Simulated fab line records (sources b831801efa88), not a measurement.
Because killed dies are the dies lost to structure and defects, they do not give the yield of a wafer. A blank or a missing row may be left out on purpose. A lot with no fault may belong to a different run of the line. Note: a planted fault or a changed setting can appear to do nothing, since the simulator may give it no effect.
Problem report in the 8D (eight disciplines) form, filled by code || flow sky130 || the parts of the form that need people (team, actions taken, sign-off) are left out

## 1. THE ISSUE
Wafers free of any fault read -0.8 nm (standard deviation 1.3) for VT_ADJUST_PCH_OVL at SKY_VT_ADJUST_PCH_OVL_MEAS_07, against a mean of 71.4 nm on 12 wafers of 4 lots. That puts it +56 standard deviations away from the usual mean.
Seen first at day 14 12:26 on overlay-02, wafer L889.1. The record holds 36 wafers of 12 lots with a number at this step. Rule for "out" (also "out of limits"): further than 4 standard deviations from the usual mean. The rest of the wafers with a number are treated as sound.

## 2. WHAT IT IS; WHAT IT IS NOT
{"question": "which readings at this step", "is": "VT_ADJUST_PCH_OVL", "is not": "-"}
{"question": "which lots", "is": "L889, L890, L891, L893", "is not": "L875, L879, L881, L883, L884, L885, L892, L898"}
{"question": "which wafers of those lots", "is": "all that have a number", "is not": "-"}
{"question": "read on which gauges", "is": "overlay-01, overlay-02", "is not": "-"}
{"question": "when", "is": "from day 14 12:26", "is not": "up to then (18 sound wafers); but 6 sound wafers of L892, L898 came after"}

## 3. THE SUSPECTS, EACH WITH WHAT RULES IT OUT
Counting: any tool at a process step up to the reading is kept as a suspect provided that every lot that is out went through it and no sound lot did after the first of them.
- the gauge at SKY_VT_ADJUST_PCH_OVL_MEAS_07 is ruled out. Those wafers that are out were read across 2 gauges (overlay-01, overlay-02).
- ilineStepper-01 at SKY_VT_ADJUST_PCH_EXPOSE_04 (exposes mask NWM, target cd 840 nm): kept. Every lot that is out went through it, starting with L889 (day 14 00:35), and after that it ran no sound lot; the last sound lot it ran before then is L885 (day 13 03:13).
Left after counting: ilineStepper-01 at SKY_VT_ADJUST_PCH_EXPOSE_04.

## 4. THE CAUSE (what the simulator had put in)
Scanner matching overlay: ilineStepper-01, from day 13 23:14 on, at SKY_VT_ADJUST_PCH_EXPOSE_04. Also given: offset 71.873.
After counting, this tool was the only one left.

## 5. SEQUENCE OF EFFECTS, ordered by route
Each row: a reading where the mean over the struck wafers with a number is more than 3 standard deviations away from the usual. Only readings whose record carries a usual standard deviation are examined. hours: median over the lots of the time between each lot's start at the first step of this table that gives one and its start at this step. sigmas: the change, counted in usual standard deviations.
{"hours": 0, "step": "SKY_VT_ADJUST_PCH_OVL_MEAS_07", "reading": "VT_ADJUST_PCH_OVL", "usual": "-0.8 nm", "on struck wafers": 71.4, "change": "+72.2", "sigmas": "+56"}

## 6. HOW IT WOULD HAVE BEEN CAUGHT EARLIER
The first out-of-limits reading at a measuring or inspecting step in this record came at day 14 12:26, 13 hours after the fault's start at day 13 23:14.
Of the tool readings at SKY_VT_ADJUST_PCH_EXPOSE_04 for which the record gives a usual standard deviation, none was out on any struck wafer, so an alarm limit of 4 standard deviations on them would not have fired.
Of the lots that are out (4), L891, L893 began SKY_VT_ADJUST_PCH_EXPOSE_04 on ilineStepper-01 after day 14 12:26. A hold on the tool at that time would have spared those 2.
